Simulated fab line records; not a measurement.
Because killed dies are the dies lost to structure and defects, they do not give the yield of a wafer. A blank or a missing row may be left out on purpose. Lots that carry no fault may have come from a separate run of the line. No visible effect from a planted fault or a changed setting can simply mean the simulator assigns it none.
Which tool did it?    flow gf180mcu    Sampling: 12 lots, 36 wafers, 2 of 602 route steps

## WHAT THE GAUGES SHOWED, per wafer
GF_M1_RS_MEAS_05: the measuring method here is four-point-probe.
lot   measured      on             M1_ALCU_RS (ohm/sq)
L714  day 16 07:44  film_metro-01  0.0683 0.0700 0.0684
L715  day 16 13:22  film_metro-03  0.0696 0.0696 0.0692
L716  day 17 01:06  film_metro-01  0.0695 0.0699 0.0699
L717  day 17 05:44  film_metro-03  0.0701 0.0700 0.0695
L718  day 17 19:19  film_metro-01  0.0695 0.0692 0.0702
L720  day 18 10:48  film_metro-01  0.0703 0.0708 0.0714
L721  day 18 16:50  film_metro-03  0.0687 0.0687 0.0683
L722  day 19 00:58  film_metro-03  0.0702 0.0694 0.0697
L732  day 22 23:28  film_metro-03  0.0703 0.0704 0.0705
L734  day 23 15:02  film_metro-04  0.0679 0.0679 0.0685
L735  day 23 20:19  film_metro-01  0.0701 0.0700 0.0706
L737  day 24 15:42  film_metro-03  0.0687 0.0686 0.0685

GF_M1_CD_MEAS_14: target cd 230 nm.
lot   measured      on         cd_nm (nm)
L714  day 17 06:38  cd_sem-02  230.6 231.1 230.5
L715  day 17 12:29  cd_sem-02  231.2 230.8 230.6
L716  day 18 00:18  cd_sem-02  229.7 228.1 229.6
L717  day 18 05:29  cd_sem-01  229.1 228.3 229.9
L718  day 18 18:56  cd_sem-02  231.0 231.1 230.3
L720  day 19 11:06  cd_sem-02  231.5 231.3 230.9
L721  day 19 17:11  cd_sem-02  229.9 229.4 229.1
L722  day 20 01:10  cd_sem-01  228.8 227.8 229.2
L732  day 23 22:17  cd_sem-01  229.7 229.7 229.7
L734  day 24 13:32  cd_sem-02  227.5 228.7 228.5
L735  day 24 18:16  cd_sem-02  228.2 227.8 229.3
L737  day 25 13:16  cd_sem-02  234.0 231.1 232.0

## WHICH TOOL RAN EACH LOT (tool, then ch and the chambers of the sampled wafers, then the start)
No process step before these readings appears in the record.

## AS READ BY THE TOOLS THEMSELVES (means over the sampled wafers that have a number; for cases with no such wafer, the mark the record gives instead)
The record holds no such reading with a usual standard deviation.

## THE ANSWER, worked out from the rows above alone
Rule: the usual values come from the lots themselves. The widest of any qualifying gaps counts: lots, ordered by their means at a reading, are off when they make up no more than a third of the lots, leave a main group of 4 or more, and stand apart from it by 3 or more times the standard deviation of that group's means. A main group is skipped when, at the precision printed for the reading in the tables above, its means are all equal. Also off: a lot with no number at a reading for which 4 or more lots have one. The other lots that the step has rows for count as sound. First the gauges in route order, then the tools' own readings, where a lot's mean is used as printed above. The first step at which some lot is off is used, and at that step the reading that is off furthest; a lot without a number counts as furthest.
None of the lots is off at any reading shown; this tells nothing.

## WHAT THE SIMULATOR HAD INSERTED
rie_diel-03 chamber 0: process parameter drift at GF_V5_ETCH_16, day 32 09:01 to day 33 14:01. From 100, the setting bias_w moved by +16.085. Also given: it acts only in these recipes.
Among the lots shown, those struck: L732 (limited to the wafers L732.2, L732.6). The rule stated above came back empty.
